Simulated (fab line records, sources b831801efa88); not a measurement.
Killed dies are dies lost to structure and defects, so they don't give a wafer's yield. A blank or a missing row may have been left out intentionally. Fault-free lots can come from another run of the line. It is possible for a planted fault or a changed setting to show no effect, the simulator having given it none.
fab line records | flow sky130
[record] lots = 6 wafers = 18 last-day = 50
route steps=708 shown RES_PROTECT@210 POLY_GATE@213 PAD_OPEN@708
lots that met no fault: taken from a fault-free run of the same line
start-h: hours from the record's opening day to when the first of the lot's shown wafers began | wait-h: time in hours since the lot's previous step | " repeats the value in the row above | L1.1+2: one row covering several wafers at once | - no value, or no start given | * or withheld: withheld | < > ~ a bound
route shown NAME@n: names a module that has steps shown in the file, with the first one's number in the route | usual: the fault-free wafers' mean and standard deviation | same: alike in all rows | chamber/n: place in a boat | sites: readings site by site | _std_site: standard deviation across them | _edge_site: outer sites' mean less inner sites' | radius-mm: how far each site lies from the wafer's centre | mask NAME#n: copy n | behind: the most recent tool/chamber to have shaped the wafer | hold: reason for holding the lot/hours on hold/outcome of the hold | device: the transistor (n, p or np) that didn't switch | end of line: tests run on the same wafers once the route is complete | a step with no rows: only its recipe | killed: not the wafer's yield, but the dies lost to structure and defects at the first sort | map: a wafer's dies, marking killed ones x, the rest . and places with no die _
set.NAME: the run value of the setting; set.NAME@STEP: its run value at that earlier step | model.NAME: the simulator's own value behind a step, which no gauge read
a table for each step, a row for each wafer; lots at some steps of the route
services: when a tool's chamber went out of use (start-h, in hours from the record's first day, below 0 if earlier), for how many hours, and the reason
[[steps]]
[step SKY_RES_PROTECT_EXPOSE_04]
[recipe] mask-id = RPM na = 0.6 source-shape = conventional sigma-outer = 0.6 polarization = unpolarized target-cd-nm = 1270 dose-mj = 131
[step SKY_RES_PROTECT_PEB_05]
[recipe] temp-c = withheld time-s = * resist = NOVOLAK
[step SKY_RES_PROTECT_DEVELOP_06]
[recipe] resist = NOVOLAK developer = TMAH develop-time-s = 60 dev-temp-c = 23
[step SKY_POLY_GATE_IMPLANT_02]
[recipe] species = P energy-kev = 30 dose-cm2 = 7.7e+15 tilt-deg = 0
[step SKY_RES_PROTECT_STRIP_07]
[recipe] chemistry = O2/N2 power-w = 1400 pressure-mtorr = 1500 platen-temp-c = withheld o2-flow-sccm = 3000 n2-flow-sccm = 300 overash-fraction = 0.5
[usual] chamber-pressure-mTorr = 1499.6/2.5 drypump-motor-current-A = 5.8/0.51 oes-product-au = 0.518/0.0045 strip-time-to-endpoint-s = 23.27/0.053
// columns lot.wafer tool chamber start-h wait-h chamber-pressure-mTorr drypump-motor-current-A oes-product-au rf-hours-counter-h strip-time-to-endpoint-s
L883.1 plasma-asher-01 0 421.61 0.1 1497.8 5.8 0.519 30 23.22
L883.4 " 0 " " 1500.8 5.8 0.515 - 23.23
L883.5 " 0 " " 1499.4 5.8 0.516 - 23.25
L885.1 plasma-asher-01 0 446.62 0.1 1500.3 5.8 0.524 34 23.25
L885.4 " 0 " " 1500.1 5.8 0.526 - 23.24
L885.6 " 1 " " 1500.1 4.9 0.520 - 23.26
L890.3 plasma-asher-03 0 483.54 0.1 1501.3 6.2 0.518 - 23.31
L890.4 " 1 " " 1501.1 6.2 0.515 - 23.35
L890.6 " 1 " " 1500.1 6.2 0.521 - 23.32
L891.3 plasma-asher-03 1 488.80 0.1 1497.1 6.2 0.517 - 23.32
L891.4 " 0 " " 1500.9 6.2 0.512 - 23.35
L891.5 " 1 " " 1498.8 6.2 0.520 - 23.30
L892.1 plasma-asher-04 1 504.02 0.1 1500.4 6.4 0.524 64 23.24
L892.3 " 0 " " 1499.9 5.8 0.526 - 23.28
L892.4 " 1 " " 1498.1 6.4 0.514 - 23.29
L895.1 plasma-asher-04 1 532.87 0.1 1500.9 6.3 0.515 67 23.26
L895.2 " 0 " " 1500.1 5.8 0.519 67 23.23
L895.6 " 1 " " 1499.5 6.4 0.514 - 23.25
[step SKY_RES_PROTECT_TW_MEAS_08]
[usual] POLY_GATE_TW = 4050/20
// columns lot.wafer tool chamber start-h wait-h POLY_GATE_TW
L883.1 film-metro-04 - 421.71 0.1 4038
L883.4 " - " " 4070
L883.5 " - " " 4053
L885.1 film-metro-01 - 446.72 0.1 4018
L885.4 " - " " 4036
L885.6 " - " " 4035
L890.3 film-metro-04 - 483.63 0.1 4086
L890.4 " - " " 4085
L890.6 " - " " 4115
L891.3 film-metro-02 - 488.88 0.1 4030
L891.4 " - " " 4043
L891.5 " - " " 4031
L892.1 film-metro-02 - 504.12 0.1 4065
L892.3 " - " " 4071
L892.4 " - " " 4053
L895.1 film-metro-04 - 532.97 0.1 4058
L895.2 " - " " 4037
L895.6 " - " " 4071
[step SKY_RES_PROTECT_CLEAN_09]
[recipe] chemistry = SC1/SC2 mix = 1:4:20 temp-c = 70 time-s = 150 dry = n2-spin
[step SKY_POLY_GATE_CVD_03]
[recipe] material = Si3N4 precursor = DCS/NH3 target-thk-nm = 75 temp-c = 770 time-s = 1290 pressure-mtorr = 250
[step SKY_POLY_GATE_THK_MEAS_04]
[recipe] reads = Si3N4_of_POLY_GATE_CVD_03
[usual] POLY_GATE_CVD_03_THK = 75.3/0.71
// columns lot.wafer tool chamber start-h wait-h POLY_GATE_CVD_03_THK[nm]
L883.1 film-metro-04 - 425.19 0.0 74.6
L883.4 " - " " 75.2
L883.5 " - " " 75.2
L885.1 film-metro-03 - 448.19 0.0 74.4
L885.4 " - " " 75.3
L885.6 " - " " 74.2
L890.3 film-metro-03 - 485.39 0.0 75.7
L890.4 " - " " 75.6
L890.6 " - " " 76.5
L891.3 film-metro-03 - 490.40 0.0 76.6
L891.4 " - " " 76.3
L891.5 " - " " 76.4
L892.1 film-metro-03 - 505.59 0.0 74.8
L892.3 " - " " 75.0
L892.4 " - " " 74.7
L895.1 film-metro-02 - 534.54 0.1 75.6
L895.2 " - " " 75.4
L895.6 " - " " 76.0
[step SKY_POLY_GATE_DEHYDRATE_05]
[recipe] temp-c = 200 time-s = 60
[step SKY_POLY_GATE_HMDS_06]
[recipe] prime-time-s = 60 prime-temp-c = 120
[step SKY_POLY_GATE_COAT_07]
[recipe] resist = BARC temp-c = withheld time-s = withheld spin-rpm = 3000 resist-thk-nm = 108.9
[step SKY_POLY_GATE_COAT_08]
[recipe] resist = KrF-thick spin-rpm = 3000 resist-thk-nm = 450
[usual] exhaust-pa = 45.2/0.9 spin-speed-rpm = 2999.9/1.8
// columns lot.wafer tool chamber start-h wait-h exhaust-pa spin-speed-rpm model.KrF-thick_of_POLY_GATE_COAT_08.thk-nm
L883.1 litho-track-03 0 440 - 45.8 3001.3 449
L883.4 " 0 " " 46.0 2999.0 449.9
L883.5 " 0 " " 46.3 2999.9 451.9
L885.1 litho-track-01 0 462 - 45.6 3002.2 450
L885.4 " 0 463 - 46.6 2999.0 450.2
L885.6 " 0 " " 45.8 3003.0 450.3
L890.3 litho-track-04 0 500 - 45.3 2996.5 450.9
L890.4 " 0 " " 45.6 2999.4 449.6
L890.6 " 0 " " 45.7 3002.1 450.5
L891.3 litho-track-03 0 505 - 44.9 2942.8 454.9
L891.4 " 0 " " 45.3 2945.8 456.2
L891.5 " 0 " " 44.8 2944.1 454
L892.1 litho-track-03 0 520 - 44.3 2946.4 454.1
L892.3 " 0 " " 45.9 2946.5 453.4
L892.4 " 0 " " 43.8 2944.7 454.6
L895.1 litho-track-04 0 549 - 45.9 2998.7 450.1
L895.2 " 0 " " 45.9 3001.5 451
L895.6 " 0 " " 47.3 2998.3 451
[step SKY_POLY_GATE_SOFTBAKE_09]
[recipe] temp-c = 100 time-s = 90 resist = KrF-thick
[step SKY_POLY_GATE_EXPOSE_10]
[recipe] mask-id = P1M na = 0.68 source-shape = conventional sigma-outer = 0.6 target-cd-nm = 150 dose-mj = 28
[step SKY_POLY_GATE_PEB_11]
[recipe] peb-temp-c = withheld peb-time-s = withheld resist = KrF-thick
[step SKY_POLY_GATE_DEVELOP_12]
[recipe] develop-time-s = 60 resist = KrF-thick dev-temp-c = 21
[step SKY_POLY_GATE_CD_MEAS_13]
[recipe] target-cd-nm = 150
[usual] cd-nm = 149.8/1.3
// columns lot.wafer tool chamber start-h wait-h cd-nm
L883.1 cd-sem-01 - 455.91 - 146.4
L883.4 " - " " 147.5
L883.5 " - " " 147.3
L885.1 cd-sem-02 - 478.31 - 148.6
L885.4 " - " " 148.6
L885.6 " - " " 149.9
L890.3 cd-sem-01 - 515.80 - 152.1
L890.4 " - " " 152.6
L890.6 " - " " 151.3
L891.3 cd-sem-01 - 520.10 - 147.9
L891.4 " - " " 147.8
L891.5 " - " " 147.7
L892.1 cd-sem-02 - 535.36 - 150.1
L892.3 " - " " 150.4
L892.4 " - " " 148.8
L895.1 cd-sem-01 - 564.06 - 149.2
L895.2 " - " " 148.8
L895.6 " - " " 149.2
[step SKY_POLY_GATE_OVL_MEAS_14]
[usual] POLY_GATE_OVL = 0/4.2
// columns lot.wafer tool chamber start-h wait-h POLY_GATE_OVL[nm]
L883.1 overlay-02 - 456.03 0.1 3
L883.4 " - " " -6
L883.5 " - " " 9
L885.1 overlay-02 - 478.43 0.1 -5
L885.4 " - " " 0
L885.6 " - " " -5
L890.3 overlay-02 - 515.90 0.1 -2
L890.4 " - " " 6
L890.6 " - " " 4
L891.3 overlay-01 - 520.20 0.1 8
L891.4 " - " " 4
L891.5 " - " " -1
L892.1 overlay-01 - 535.48 0.1 -1
L892.3 " - " " 9
L892.4 " - " " -3
L895.1 overlay-02 - 564.18 0.1 5
L895.2 " - " " 0
L895.6 " - " " 0
[step SKY_POLY_GATE_ETCH_15]
[recipe] chemistry = N2/H2 target = BARC ion-energy-ev = 200 source-w = 500 bias-w = 100 pressure-mtorr = 30 n2-flow-sccm = 100 h2-flow-sccm = 200 stop-on = SiO2 time-s = 118.5 target-depth-a = 1100
[usual] chamber-pressure-mTorr = 30.002/0.029 drypump-motor-current-A = 5.7/0.34 oes-product-au = 0.712/0.0046 throttle-valve-pct = 13.212/0.0094
// columns lot.wafer tool chamber start-h wait-h chamber-pressure-mTorr drypump-motor-current-A oes-product-au rf-hours-counter-h throttle-valve-pct model.KrF-thick_of_POLY_GATE_COAT_08.thk-nm
L883.1 rie-diel-01 1 456.07 0.0 29.984 5.6 0.723 104 13.215 346.9
L883.4 " 1 " " 29.986 5.6 0.703 - 13.207 347.9
L883.5 " 3 " " 30.039 6.1 0.708 - 13.214 346.5
L885.1 rie-diel-03 3 478.47 0.0 30.022 5.9 0.717 3 13.223 346.2
L885.4 " 1 " " 29.987 6.0 0.721 6 13.220 346
L885.6 " 2 " " 29.940 5.6 0.714 - 13.224 343.7
L890.3 rie-diel-01 1 515.92 0.0 29.991 5.6 0.711 0 13.214 346.9
L890.4 " 3 " " 29.967 6.1 0.710 1 13.186 344.6
L890.6 " 1 " " 29.999 5.6 0.716 - 13.219 346
L891.3 rie-diel-01 3 520.22 0.0 29.993 6.1 0.719 1 13.229 349.6
L891.4 " 2 " " 29.994 5.4 0.718 79 13.208 350.4
L891.5 " 0 " " 29.999 5.8 0.714 - 13.220 349.5
L892.1 rie-diel-01 1 535.52 0.0 29.935 5.6 0.707 1 13.206 347.9
L892.3 " 2 " " 30.005 5.3 0.712 79 13.216 346.6
L892.4 " 3 " " 30.008 6.1 0.698 1 13.213 348
L895.1 rie-diel-01 0 564.22 0.0 29.984 5.8 0.714 27 13.192 347.4
L895.2 " 1 " " 29.987 5.6 0.715 2 13.221 346.5
L895.6 " 3 " " 29.956 6.1 0.710 - 13.203 345
[step SKY_POLY_GATE_ETCH_16]
[recipe] stop-on = poly-Si chemistry = CH3F/O2 target = Si3N4 source-w = 400 bias-w = 80 pressure-mtorr = 25 ch3f-flow-sccm = 40 O2_flow_sccm = 30 time-s = 152.6 target-depth-a = 750
[usual] chamber-pressure-mTorr = 24.998/0.024 drypump-motor-current-A = 5.7/0.34 oes-product-au = 0.639/0.0047 throttle-valve-pct = 10.536/0.0092
// columns lot.wafer tool chamber start-h wait-h chamber-pressure-mTorr drypump-motor-current-A oes-product-au rf-hours-counter-h throttle-valve-pct
L883.1 rie-diel-01 1 456.15 0.0 24.980 5.6 0.635 104 10.536
L883.4 " 1 " " 25.019 5.5 0.639 - 10.551
L883.5 " 3 " " 25.024 6.1 0.642 - 10.551
L885.1 rie-diel-03 3 478.55 0.0 24.964 5.9 0.637 3 10.538
L885.4 " 1 " " 24.981 6.0 0.639 6 10.531
L885.6 " 2 " " 25.000 5.6 0.639 - 10.542
L890.3 rie-diel-01 1 516.00 0.0 24.976 5.6 0.641 1 10.548
L890.4 " 3 " " 25.002 6.1 0.637 1 10.528
L890.6 " 1 " " 25.005 5.6 0.638 - 10.513
L891.3 rie-diel-01 3 520.30 0.0 25.029 6.1 0.637 1 10.529
L891.4 " 2 " " 24.986 5.3 0.638 79 10.536
L891.5 " 0 " " 24.980 5.8 0.642 - 10.557
L892.1 rie-diel-01 1 535.60 0.0 24.999 5.6 0.634 1 10.549
L892.3 " 2 " " 25.018 5.4 0.643 79 10.545
L892.4 " 3 " " 25.020 6.1 0.631 1 10.529
L895.1 rie-diel-01 0 564.30 0.0 25.045 5.8 0.643 27 10.536
L895.2 " 1 " " 24.956 5.6 0.636 2 10.539
L895.6 " 3 " " 24.975 6.0 0.636 - 10.530
[step SKY_PAD_OPEN_PROBE_99]
[usual] killed_at_M0_to_M3 = 43/7 killed_at_M4_up = 3.0/1.9 killed-at-contacts = 24/4.6 killed-at-front-end = 15/4.1 killed-at-other = 0.3/0.52 killed-dies = 84/9.7 killed-open = 46/6.9 killed-short = 38/6.8
[same] gross-dies = 492 killed-at-back-side = 0
// columns lot.wafer tool chamber start-h wait-h killed_at_M0_to_M3 killed_at_M4_up killed-at-contacts killed-at-front-end killed-at-other killed-dies killed-open killed-short
L883.1 prober-01 - 1133.78 0.1 48 1 25 11 0 85 50 35
L883.4 prober-01 - 1133.93 0.2 25 3 25 10 0 63 38 25
L883.5 prober-01 - 1133.98 0.2 46 8 27 13 0 94 47 47
L891.3 prober-02 - 1174.88 0.2 48 2 24 14 0 88 51 37
L891.4 prober-02 - 1174.93 0.2 40 3 24 8 1 76 42 33
L891.5 prober-02 - 1174.98 0.2 46 2 28 11 0 87 42 45
L895.1 prober-02 - 1194.58 0.1 43 3 22 20 0 88 44 44
L895.2 prober-02 - 1194.63 0.1 42 0 27 21 0 90 46 44
L895.6 prober-02 - 1194.83 0.2 52 1 25 16 1 95 43 52
// killed by level:class
L883.1 VIA1:geometric-particle:open=12 LI_CONTACT:geometric-particle:open=10 METAL2:geometric-particle:short=8 VIA2:geometric-particle:open=7 CONTACT:geometric-particle:open=6 LOCAL_INTERCONNECT:geometric-particle:short=4 METAL1:geometric-particle:short=4 VIA3:geometric-particle:short=4
L883.4 CONTACT:geometric-particle:open=10 VIA1:geometric-particle:open=8 VIA3:geometric-particle:open=7 FIELD_ISO:geometric-particle:short=4 LI_CONTACT:geometric-particle:short=4 LI_CONTACT:geometric-particle:open=4 CONTACT:geometric-particle:short=4 VIA1:geometric-particle:short=3
L883.5 CONTACT:geometric-particle:open=9 VIA1:geometric-particle:open=9 VIA3:geometric-particle:open=9 CONTACT:geometric-particle:short=8 METAL2:geometric-particle:short=6 METAL3:geometric-particle:short=6 METAL4:geometric-particle:short=5 LI_CONTACT:geometric-particle:open=4
L891.3 VIA2:geometric-particle:open=14 VIA1:geometric-particle:open=10 METAL1:geometric-particle:short=8 CONTACT:geometric-particle:short=8 CONTACT:geometric-particle:open=7 LI_CONTACT:geometric-particle:open=6 FIELD_ISO:geometric-particle:short=5 FIELD_ISO:geometric-particle:open=4
L891.4 LI_CONTACT:geometric-particle:open=8 VIA1:geometric-particle:open=7 CONTACT:geometric-particle:open=6 METAL2:geometric-particle:short=6 CONTACT:geometric-particle:short=5 METAL1:geometric-particle:short=5 VIA2:geometric-particle:open=5 VIA3:geometric-particle:open=5
L891.5 CONTACT:geometric-particle:open=13 VIA1:geometric-particle:open=12 CONTACT:geometric-particle:short=9 METAL1:geometric-particle:short=6 VIA1:geometric-particle:short=6 METAL2:geometric-particle:short=6 FIELD_ISO:geometric-particle:open=4 METAL3:geometric-particle:short=4
L895.1 VIA1:geometric-particle:open=8 VIA2:geometric-particle:open=7 CONTACT:geometric-particle:open=7 LI_CONTACT:geometric-particle:open=6 CONTACT:geometric-particle:short=6 METAL3:geometric-particle:short=6 METAL1:geometric-particle:short=5 VIA2:geometric-particle:short=5
L895.2 CONTACT:geometric-particle:short=8 VIA3:geometric-particle:open=8 CONTACT:geometric-particle:open=7 VIA2:geometric-particle:open=7 FIELD_ISO:geometric-particle:short=6 LI_CONTACT:geometric-particle:open=6 LOCAL_INTERCONNECT:geometric-particle:short=6 METAL1:geometric-particle:short=6
L895.6 LI_CONTACT:geometric-particle:open=8 VIA2:geometric-particle:open=8 VIA3:geometric-particle:open=8 VIA1:geometric-particle:short=7 METAL1:geometric-particle:short=7 POLY_GATE:geometric-particle:short=6 CONTACT:geometric-particle:open=6 METAL2:geometric-particle:short=6
[[services]]
// columns tool chamber start-h hours kind
rie-diel-01 2 400.52 62.9 repair
rie-diel-01 1 403.69 10.2 repair
plasma-asher-04 - 405.11 67.0 repair
rie-diel-01 1 422.86 21.2 repair
rie-diel-01 - 423.64 0.8 repair
plasma-asher-04 - 461.91 2.1 repair
rie-diel-01 3 463.44 - clean
rie-diel-01 3 463.44 13.6 scheduled-down
rie-diel-01 3 463.44 13.6 vent-cycle
rie-diel-01 1 477.04 - clean
rie-diel-01 1 477.04 18.7 scheduled-down
rie-diel-01 1 477.04 18.7 vent-cycle
rie-diel-03 0 507.79 15.5 repair
plasma-asher-03 - 527.00 1.8 repair
rie-diel-01 3 543.71 7.1 repair
rie-diel-03 - 557.80 2.8 pm
rie-diel-01 2 559.29 - clean
rie-diel-01 2 559.29 17.5 scheduled-down
rie-diel-01 2 559.29 17.5 vent-cycle
[[key]]
[first-sign] step = SKY_POLY_GATE_COAT_08 reading = spin-speed-rpm direction = down sigmas = 31 usual = 2999.9 struck = 2945.1
effect none on later readings
[model-effect] step = SKY_POLY_GATE_COAT_08 value = KrF-thick_of_POLY_GATE_COAT_08.thk-nm without = 450.3 struck = 454.5
[model-effect] step = SKY_POLY_GATE_ETCH_15 value = KrF-thick_of_POLY_GATE_COAT_08.thk-nm without = 344.4 struck = 348.7
met-at SKY_POLY_GATE_COAT_08
struck-wafers L891.3,L891.4,L891.5,L892.1,L892.3,L892.4
tester-left-out L891,L892
onset-between 440 505
[fault] kind = process-parameter-drift tool = litho-track-03 chamber = - onset-h = 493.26 steps = SKY_POLY_GATE_COAT_08 channel = spin-rpm offset = -55.991 shape = step end-h = 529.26 acts-in = these-recipes-only stated = 3000
// tester-left-out: of these lots the tester's yield and bins aren't shown, on N5 and GAA mostly nor the transistor test; their killed dies are dies lost to structure and defects alone, not to doping, threshold or leakage, so they don't give the yield
